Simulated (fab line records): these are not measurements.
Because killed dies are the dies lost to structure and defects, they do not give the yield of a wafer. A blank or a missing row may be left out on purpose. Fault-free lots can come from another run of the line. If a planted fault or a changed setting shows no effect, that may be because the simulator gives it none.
fab line records + flow sky130
record:
- lots: 12
- wafers: 36
- lastDay: 50
route steps=708 shown FIELD_ISO@14 VT_ADJUST_LVTN@107 PAD_OPEN@708
lots that met no fault: from a run of the same line without faults
startH: hours from the record's opening day to when the first of the lot's shown wafers began + waitH: hours elapsed since this lot's preceding step + " the same as in the row above + L1.1+2: a row that stands for several wafers + - either no value or no given start + * or withheld: withheld + < > ~ a bound
route shown NAME@n: names a module that has steps shown in the file, with the first one's number in the route + usual: the fault-free wafers' mean and standard deviation + same: alike in all rows + chamber/n: place in a boat + sites: readings site by site + _std_site: the standard deviation of these + _edge_site: mean of outer sites minus mean of inner sites + radiusMm: for every site, how far away it sits from the centre of the wafer + mask NAME#n: copy n + behind: tool/chamber where the wafer was last shaped + hold: cause of the lot's hold/its duration in hours/its outcome + device: the transistor (n, p or np) that didn't switch + end of line: tests run on the same wafers once the route is complete + a step without rows: its recipe alone + killed: dies that structure and defects cost at the first sort, which is not the same as the wafer's yield + map: a wafer's dies, x killed, . not, _ none there
set.NAME: setting as actually run; set.NAME@STEP: the setting as run at that earlier step + model.NAME: the simulator's own value behind a step, which no gauge read
one table for each step of the route and one row for each wafer, over a sample of lots
services: the hour from which a tool's chamber was out of use, counted from the record's first day as startH (under 0 if before that day), plus the number of hours and why
== steps ==
step: SKY_FIELD_ISO_CD_MEAS_13
recipe:
- targetCdNm: 150
usual:
- cdNm: 149.8/1.8
| lot.wafer | tool     | chamber | startH | waitH | cdNm  |
|-----------|----------|---------|--------|-------|-------|
| L233.2    | cdSem-02 | -       | 30.42  | -     | 149.0 |
| L233.4    | "        | -       | "      | "     | 149.7 |
| L233.6    | "        | -       | "      | "     | 150.5 |
| L235.2    | cdSem-02 | -       | 38.42  | -     | 152.2 |
| L235.3    | "        | -       | "      | "     | 151.7 |
| L235.5    | "        | -       | "      | "     | 152.5 |
| L239.1    | cdSem-01 | -       | 58.99  | -     | 153.2 |
| L239.4    | "        | -       | "      | "     | 152.3 |
| L239.5    | "        | -       | "      | "     | 152.7 |
| L240.3    | cdSem-02 | -       | 65.67  | -     | 150.5 |
| L240.5    | "        | -       | "      | "     | 150.8 |
| L240.6    | "        | -       | "      | "     | 149.7 |
| L241.1    | cdSem-02 | -       | 69.64  | -     | 146.0 |
| L241.2    | "        | -       | "      | "     | 146.4 |
| L241.4    | "        | -       | "      | "     | 147.5 |
| L242.2    | cdSem-01 | -       | 75.66  | -     | 147.9 |
| L242.4    | "        | -       | "      | "     | 150.3 |
| L242.5    | "        | -       | "      | "     | 148.3 |
| L245.1    | cdSem-02 | -       | 90.88  | -     | 149.5 |
| L245.2    | "        | -       | "      | "     | 150.3 |
| L245.3    | "        | -       | "      | "     | 150.1 |
| L246.2    | cdSem-02 | -       | 96.65  | -     | 152.0 |
| L246.4    | "        | -       | "      | "     | 151.8 |
| L246.6    | "        | -       | "      | "     | 149.6 |
| L251.1    | cdSem-01 | -       | 123.04 | -     | 149.1 |
| L251.3    | "        | -       | "      | "     | 148.8 |
| L251.6    | "        | -       | "      | "     | 149.0 |
| L252.1    | cdSem-01 | -       | 126.64 | -     | 148.5 |
| L252.2    | "        | -       | "      | "     | 149.0 |
| L252.4    | "        | -       | "      | "     | 148.6 |
| L253.2    | cdSem-01 | -       | 133.11 | -     | 149.4 |
| L253.5    | "        | -       | "      | "     | 147.7 |
| L253.6    | "        | -       | "      | "     | 149.5 |
| L254.3    | cdSem-02 | -       | 139.32 | -     | 148.4 |
| L254.4    | "        | -       | "      | "     | 147.4 |
| L254.5    | "        | -       | "      | "     | 147.6 |
step: SKY_FIELD_ISO_STRIP_16
recipe:
- chemistry: O2/N2
- powerW: 1400
- pressureMtorr: 1500
- platenTempC: withheld
- o2FlowSccm: 3000
- n2FlowSccm: 300
- overashFraction: 0.5
usual:
- drypumpMotorCurrentA: 5.8/0.37
- oesProductAu: 0.378/0.0049
- stripTimeToEndpointS: 3.544/0.026
| lot.wafer | tool           | chamber | startH | waitH | drypumpMotorCurrentA | oesProductAu | rfHoursCounterH | stripTimeToEndpointS |
|-----------|----------------|---------|--------|-------|----------------------|--------------|-----------------|----------------------|
| L233.2    | plasmaAsher-02 | 0       | 30.61  | 0.0   | 6.1                  | 0.378        | 36              | 3.532                |
| L233.4    | "              | 0       | "      | "     | 6.1                  | 0.374        | -               | 3.552                |
| L233.6    | "              | 0       | "      | "     | 6.1                  | 0.377        | -               | 3.529                |
| L235.2    | plasmaAsher-04 | 0       | 38.61  | 0.0   | 6.2                  | 0.369        | 23              | 3.519                |
| L235.3    | "              | 1       | "      | "     | 6.1                  | 0.381        | -               | 3.521                |
| L235.5    | "              | 1       | "      | "     | 6.1                  | 0.376        | -               | 3.526                |
| L239.1    | plasmaAsher-01 | 0       | 59.21  | 0.0   | 5.1                  | 0.377        | 38              | 3.574                |
| L239.4    | "              | 1       | "      | "     | 5.9                  | 0.382        | -               | 3.542                |
| L239.5    | "              | 1       | "      | "     | 5.9                  | 0.380        | -               | 3.532                |
| L240.3    | plasmaAsher-02 | 1       | 65.88  | 0.1   | 5.6                  | 0.380        | -               | 3.565                |
| L240.5    | "              | 1       | "      | "     | 5.7                  | 0.374        | -               | 3.566                |
| L240.6    | "              | 0       | "      | "     | 6.1                  | 0.384        | -               | 3.564                |
| L241.1    | plasmaAsher-04 | 0       | 69.86  | 0.0   | 6.2                  | 0.380        | 26              | 3.544                |
| L241.2    | "              | 1       | "      | "     | 6.1                  | 0.381        | 26              | 3.555                |
| L241.4    | "              | 0       | "      | "     | 6.2                  | 0.379        | -               | 3.550                |
| L242.2    | plasmaAsher-01 | 1       | 75.86  | 0.0   | 5.9                  | 0.370        | 39              | 3.555                |
| L242.4    | "              | 1       | "      | "     | 5.9                  | 0.381        | -               | 3.531                |
| L242.5    | "              | 1       | "      | "     | 5.8                  | 0.385        | -               | 3.537                |
| L245.1    | plasmaAsher-04 | 0       | 91.10  | 0.0   | 6.2                  | 0.375        | 28              | 3.548                |
| L245.2    | "              | 1       | "      | "     | 6.1                  | 0.390        | 28              | 3.565                |
| L245.3    | "              | 1       | "      | "     | 6.1                  | 0.379        | -               | 3.508                |
| L246.2    | plasmaAsher-04 | 1       | 96.85  | 0.0   | 6.1                  | 0.375        | 28              | 3.525                |
| L246.4    | "              | 1       | "      | "     | 6.1                  | 0.370        | -               | 3.498                |
| L246.6    | "              | 0       | "      | "     | 6.2                  | 0.379        | -               | 3.542                |
| L251.1    | plasmaAsher-02 | 0       | 123.26 | 0.0   | 6.1                  | 0.378        | 46              | 3.547                |
| L251.3    | "              | 1       | "      | "     | 5.7                  | 0.377        | -               | 3.566                |
| L251.6    | "              | 1       | "      | "     | 5.6                  | 0.385        | -               | 3.555                |
| L252.1    | plasmaAsher-01 | 0       | 126.86 | 0.0   | 5.0                  | 0.365        | 45              | 3.532                |
| L252.2    | "              | 1       | "      | "     | 5.9                  | 0.371        | 45              | 3.525                |
| L252.4    | "              | 1       | "      | "     | 5.9                  | 0.376        | -               | 3.508                |
| L253.2    | plasmaAsher-02 | 1       | 133.33 | 0.0   | 5.7                  | 0.381        | 47              | 3.542                |
| L253.5    | "              | 0       | "      | "     | 6.1                  | 0.369        | -               | 3.538                |
| L253.6    | "              | 1       | "      | "     | 5.7                  | 0.375        | -               | 3.497                |
| L254.3    | plasmaAsher-02 | 1       | 139.53 | 0.1   | 5.7                  | 0.377        | -               | 3.536                |
| L254.4    | "              | 0       | "      | "     | 6.1                  | 0.378        | -               | 3.524                |
| L254.5    | "              | 1       | "      | "     | 5.7                  | 0.371        | -               | 3.534                |
step: SKY_VT_ADJUST_LVTN_TW_MEAS_10
usual:
- VT_ADJUST_LVTN_TW: 241.7/2
| lot.wafer | tool         | chamber | startH | waitH | VT_ADJUST_LVTN_TW |
|-----------|--------------|---------|--------|-------|-------------------|
| L233.2    | filmMetro-03 | -       | 145.18 | 0.1   | 243.7             |
| L233.4    | "            | -       | "      | "     | 243.0             |
| L233.6    | "            | -       | "      | "     | 243.1             |
| L235.2    | filmMetro-04 | -       | 153.13 | 0.1   | 241.9             |
| L235.3    | "            | -       | "      | "     | 241.0             |
| L235.5    | "            | -       | "      | "     | 241.3             |
| L239.1    | filmMetro-03 | -       | 179.76 | 0.1   | 243.9             |
| L239.4    | "            | -       | "      | "     | 243.1             |
| L239.5    | "            | -       | "      | "     | 243.2             |
| L240.3    | filmMetro-01 | -       | 186.88 | 0.1   | 238.4             |
| L240.5    | "            | -       | "      | "     | 239.4             |
| L240.6    | "            | -       | "      | "     | 238.1             |
| L241.1    | filmMetro-01 | -       | 193.57 | 0.1   | 239.4             |
| L241.2    | "            | -       | "      | "     | 239.0             |
| L241.4    | "            | -       | "      | "     | 238.8             |
| L242.2    | filmMetro-01 | -       | 200.39 | 0.1   | 238.0             |
| L242.4    | "            | -       | "      | "     | 238.8             |
| L242.5    | "            | -       | "      | "     | 239.5             |
| L245.1    | filmMetro-03 | -       | 219.31 | 0.1   | 244.1             |
| L245.2    | "            | -       | "      | "     | 244.9             |
| L245.3    | "            | -       | "      | "     | 243.4             |
| L246.2    | filmMetro-03 | -       | 224.82 | 0.1   | 244.6             |
| L246.4    | "            | -       | "      | "     | 245.0             |
| L246.6    | "            | -       | "      | "     | 244.7             |
| L251.1    | filmMetro-04 | -       | 260.57 | 0.1   | 241.4             |
| L251.3    | "            | -       | "      | "     | 242.9             |
| L251.6    | "            | -       | "      | "     | 242.7             |
| L252.1    | filmMetro-03 | -       | 269.32 | 0.1   | 241.6             |
| L252.2    | "            | -       | "      | "     | 242.2             |
| L252.4    | "            | -       | "      | "     | 243.0             |
| L253.2    | filmMetro-03 | -       | 275.83 | 0.1   | 242.6             |
| L253.5    | "            | -       | "      | "     | 243.2             |
| L253.6    | "            | -       | "      | "     | 242.3             |
| L254.3    | filmMetro-04 | -       | 278.38 | 0.1   | 240.8             |
| L254.4    | "            | -       | "      | "     | 241.7             |
| L254.5    | "            | -       | "      | "     | 239.5             |
step: SKY_VT_ADJUST_LVTN_IMPLANT_19
recipe:
- species: B
- energyKev: 30
- doseCm2: 6.5e+11
- tiltDeg: withheld
usual:
- doseIonsCm2: 6.499e+11/6.7e+08
- faradayCurrentUA: 3.67/0.079
| lot.wafer | tool         | chamber | startH | waitH | doseIonsCm2 | faradayCurrentUA |
|-----------|--------------|---------|--------|-------|-------------|------------------|
| L233.2    | implanter-01 | 0       | 164.59 | 0.0   | 6.484e+11   | 3.79             |
| L233.4    | "            | 0       | "      | "     | 6.49e+11    | 3.73             |
| L233.6    | "            | 0       | "      | "     | 6.506e+11   | 3.74             |
| L235.2    | implanter-03 | 0       | 173.29 | 0.0   | 6.499e+11   | 3.58             |
| L235.3    | "            | 0       | "      | "     | 6.491e+11   | 3.75             |
| L235.5    | "            | 0       | "      | "     | 6.491e+11   | 3.65             |
| L239.1    | implanter-01 | 0       | 200.77 | 0.0   | 6.506e+11   | 3.71             |
| L239.4    | "            | 0       | "      | "     | 6.504e+11   | 3.61             |
| L239.5    | "            | 0       | "      | "     | 6.508e+11   | 3.79             |
| L240.3    | implanter-03 | 0       | 208.47 | 0.1   | 6.494e+11   | 3.65             |
| L240.5    | "            | 0       | "      | "     | 6.498e+11   | 3.77             |
| L240.6    | "            | 0       | "      | "     | 6.504e+11   | 3.67             |
| L241.1    | implanter-02 | 0       | 215.32 | 0.0   | 6.493e+11   | 3.57             |
| L241.2    | "            | 0       | "      | "     | 6.5e+11     | 3.69             |
| L241.4    | "            | 0       | "      | "     | 6.494e+11   | 3.71             |
| L242.2    | implanter-01 | 0       | 221.89 | 0.0   | 6.495e+11   | 3.59             |
| L242.4    | "            | 0       | "      | "     | 6.5e+11     | 3.61             |
| L242.5    | "            | 0       | "      | "     | 6.489e+11   | 3.79             |
| L245.1    | implanter-01 | 0       | 241.01 | 0.0   | 1.2017e+12  | 6.82             |
| L245.2    | "            | 0       | "      | "     | 1.201e+12   | 6.83             |
| L245.3    | "            | 0       | "      | "     | 1.2024e+12  | 6.67             |
| L246.2    | implanter-01 | 0       | 245.84 | 0.0   | 1.2022e+12  | 6.85             |
| L246.4    | "            | 0       | "      | "     | 1.202e+12   | 6.95             |
| L246.6    | "            | 0       | "      | "     | 1.2017e+12  | 6.98             |
| L251.1    | implanter-03 | 0       | 284.66 | 0.0   | 6.502e+11   | 3.62             |
| L251.3    | "            | 0       | "      | "     | 6.497e+11   | 3.60             |
| L251.6    | "            | 0       | "      | "     | 6.491e+11   | 3.54             |
| L252.1    | implanter-02 | 0       | 294.51 | 0.0   | 6.502e+11   | 3.55             |
| L252.2    | "            | 0       | "      | "     | 6.492e+11   | 3.66             |
| L252.4    | "            | 0       | "      | "     | 6.504e+11   | 3.75             |
| L253.2    | implanter-03 | 0       | 301.20 | 0.0   | 6.503e+11   | 3.68             |
| L253.5    | "            | 0       | "      | "     | 6.497e+11   | 3.66             |
| L253.6    | "            | 0       | "      | "     | 6.493e+11   | 3.80             |
| L254.3    | implanter-02 | 0       | 303.76 | 0.1   | 6.496e+11   | 3.68             |
| L254.4    | "            | 0       | "      | "     | 6.501e+11   | 3.82             |
| L254.5    | "            | 0       | "      | "     | 6.498e+11   | 3.81             |
step: SKY_VT_ADJUST_LVTN_TW_MEAS_21
usual:
- VT_ADJUST_LVTN_2_TW: 187.4/2
| lot.wafer | tool         | chamber | startH | waitH | VT_ADJUST_LVTN_2_TW |
|-----------|--------------|---------|--------|-------|---------------------|
| L233.2    | filmMetro-03 | -       | 164.82 | 0.1   | 190.4               |
| L233.4    | "            | -       | "      | "     | 189.9               |
| L233.6    | "            | -       | "      | "     | 189.6               |
| L235.2    | filmMetro-03 | -       | 173.52 | 0.1   | 189.1               |
| L235.3    | "            | -       | "      | "     | 189.4               |
| L235.5    | "            | -       | "      | "     | 189.3               |
| L239.1    | filmMetro-01 | -       | 201.02 | 0.1   | 185.4               |
| L239.4    | "            | -       | "      | "     | 185.3               |
| L239.5    | "            | -       | "      | "     | 186.3               |
| L240.3    | filmMetro-03 | -       | 208.69 | 0.1   | 186.9               |
| L240.5    | "            | -       | "      | "     | 189.5               |
| L240.6    | "            | -       | "      | "     | 188.0               |
| L241.1    | filmMetro-03 | -       | 215.57 | 0.1   | 189.5               |
| L241.2    | "            | -       | "      | "     | 189.5               |
| L241.4    | "            | -       | "      | "     | 189.3               |
| L242.2    | filmMetro-03 | -       | 222.13 | 0.1   | 189.7               |
| L242.4    | "            | -       | "      | "     | 190.5               |
| L242.5    | "            | -       | "      | "     | 190.0               |
| L245.1    | filmMetro-03 | -       | 241.26 | 0.1   | 223.9               |
| L245.2    | "            | -       | "      | "     | 223.7               |
| L245.3    | "            | -       | "      | "     | 223.0               |
| L246.2    | filmMetro-01 | -       | 246.08 | 0.1   | 220.7               |
| L246.4    | "            | -       | "      | "     | 220.7               |
| L246.6    | "            | -       | "      | "     | 221.5               |
| L251.1    | filmMetro-04 | -       | 284.91 | 0.1   | 187.3               |
| L251.3    | "            | -       | "      | "     | 187.0               |
| L251.6    | "            | -       | "      | "     | 186.3               |
| L252.1    | filmMetro-04 | -       | 294.76 | 0.1   | 189.5               |
| L252.2    | "            | -       | "      | "     | 190.2               |
| L252.4    | "            | -       | "      | "     | 190.2               |
| L253.2    | filmMetro-03 | -       | 301.43 | 0.1   | 188.6               |
| L253.5    | "            | -       | "      | "     | 188.9               |
| L253.6    | "            | -       | "      | "     | 188.7               |
| L254.3    | filmMetro-04 | -       | 303.98 | 0.1   | 189.9               |
| L254.4    | "            | -       | "      | "     | 189.2               |
| L254.5    | "            | -       | "      | "     | 189.4               |
step: SKY_PAD_OPEN_PROBE_99
usual:
- killed_at_M0_to_M3: 44/7.2
- killed_at_M4_up: 3.5/1.8
- killedAtContacts: 25/5.1
- killedAtFrontEnd: 14/4.4
- killedAtOther: 0.4/0.58
- killedDies: 87/9.1
- killedOpen: 48/6.9
- killedShort: 38/6.3
same:
- grossDies: 492
- killedAtBackSide: 0
| lot.wafer | tool      | chamber | startH  | waitH | killed_at_M0_to_M3 | killed_at_M4_up | killedAtContacts | killedAtFrontEnd | killedAtOther | killedDies | killedOpen | killedShort |
|-----------|-----------|---------|---------|-------|--------------------|-----------------|------------------|------------------|---------------|------------|------------|-------------|
| L245.1    | prober-01 | -       | 1147.06 | 0.1   | 32                 | 3               | 30               | 13               | 0             | 78         | 40         | 38          |
| L245.2    | prober-01 | -       | 1147.11 | 0.1   | 47                 | 3               | 18               | 19               | 1             | 88         | 48         | 39          |
| L245.3    | prober-01 | -       | 1147.16 | 0.2   | 51                 | 5               | 27               | 14               | 1             | 98         | 49         | 49          |
killed by level:class
L245.1 LI_CONTACT:geometricParticle:open=11 METAL1:geometricParticle:short=7 CONTACT:geometricParticle:open=7 VIA1:geometricParticle:short=5 LOCAL_INTERCONNECT:geometricParticle:short=5 CONTACT:geometricParticle:short=5 VIA1:geometricParticle:open=5 POLY_GATE:geometricParticle:short=3
L245.2 VIA3:geometricParticle:open=9 METAL1:geometricParticle:short=8 POLY_GATE:geometricParticle:short=7 LI_CONTACT:geometricParticle:open=7 VIA1:geometricParticle:short=7 VIA1:geometricParticle:open=6 CONTACT:geometricParticle:open=5 FIELD_ISO:geometricParticle:short=4
L245.3 VIA1:geometricParticle:open=10 METAL1:geometricParticle:short=9 LI_CONTACT:geometricParticle:open=8 CONTACT:geometricParticle:open=8 FIELD_ISO:geometricParticle:short=7 METAL2:geometricParticle:short=7 VIA3:geometricParticle:open=7 CONTACT:geometricParticle:short=6
== services ==
| tool           | chamber | startH | hours | kind   |
|----------------|---------|--------|-------|--------|
| implanter-01   | -       | 7.12   | 2.7   | pm     |
| implanter-03   | -       | 8.70   | 4.1   | repair |
| implanter-02   | -       | 9.76   | 18.7  | repair |
| implanter-03   | -       | 22.11  | 2.3   | pm     |
| implanter-02   | -       | 96.27  | 4.8   | repair |
| plasmaAsher-02 | -       | 96.84  | 0.9   | repair |
| implanter-02   | -       | 101.02 | 4.5   | repair |
| implanter-03   | -       | 106.75 | 3.0   | pm     |
| implanter-02   | -       | 114.54 | 4.9   | pm     |
| plasmaAsher-02 | -       | 126.50 | 2.8   | pm     |
| plasmaAsher-04 | -       | 127.61 | 28.1  | pm     |
| plasmaAsher-01 | -       | 130.29 | 4.3   | repair |
| implanter-03   | -       | 181.42 | 1.2   | repair |
| implanter-01   | -       | 188.64 | 3.9   | repair |
| implanter-02   | -       | 217.56 | 1.2   | repair |
| implanter-03   | -       | 229.94 | 3.2   | pm     |
| implanter-02   | -       | 235.26 | 0.9   | repair |
== key ==
firstSign:
- step: SKY_VT_ADJUST_LVTN_IMPLANT_19
- reading: doseIonsCm2
- direction: up
- sigmas: 99+
- usual: *
- struck: *
effect:
- step: SKY_VT_ADJUST_LVTN_IMPLANT_19
- reading: faradayCurrentUA
- direction: up
- sigmas: 40
- usual: 3.67
- struck: 6.85
effect:
- step: SKY_VT_ADJUST_LVTN_TW_MEAS_21
- reading: VT_ADJUST_LVTN_2_TW
- direction: up
- sigmas: 18
- usual: 187.4
- struck: 222.2
metAt SKY_VT_ADJUST_LVTN_IMPLANT_19
struckLots L245,L246
testerLeftOut L245,L246
notActingAt SKY_FIELD_ISO_CD_MEAS_13,SKY_FIELD_ISO_STRIP_16,SKY_VT_ADJUST_LVTN_TW_MEAS_10
onsetBetween 221.89 241.01
fault:
- kind: processParameterDrift
- tool: implanter-01
- chamber: -
- onsetH: 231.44
- steps: SKY_VT_ADJUST_LVTN_IMPLANT_19
- channel: doseCm2
- offset: *
- shape: step
- endH: 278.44
- actsIn: *
- stated: *
testerLeftOut: of these lots the tester's yield and bins aren't shown, on N5 and GAA mostly nor the transistor test; their killed dies are dies lost to structure and defects alone, not to doping, threshold or leakage, so they don't give the yield
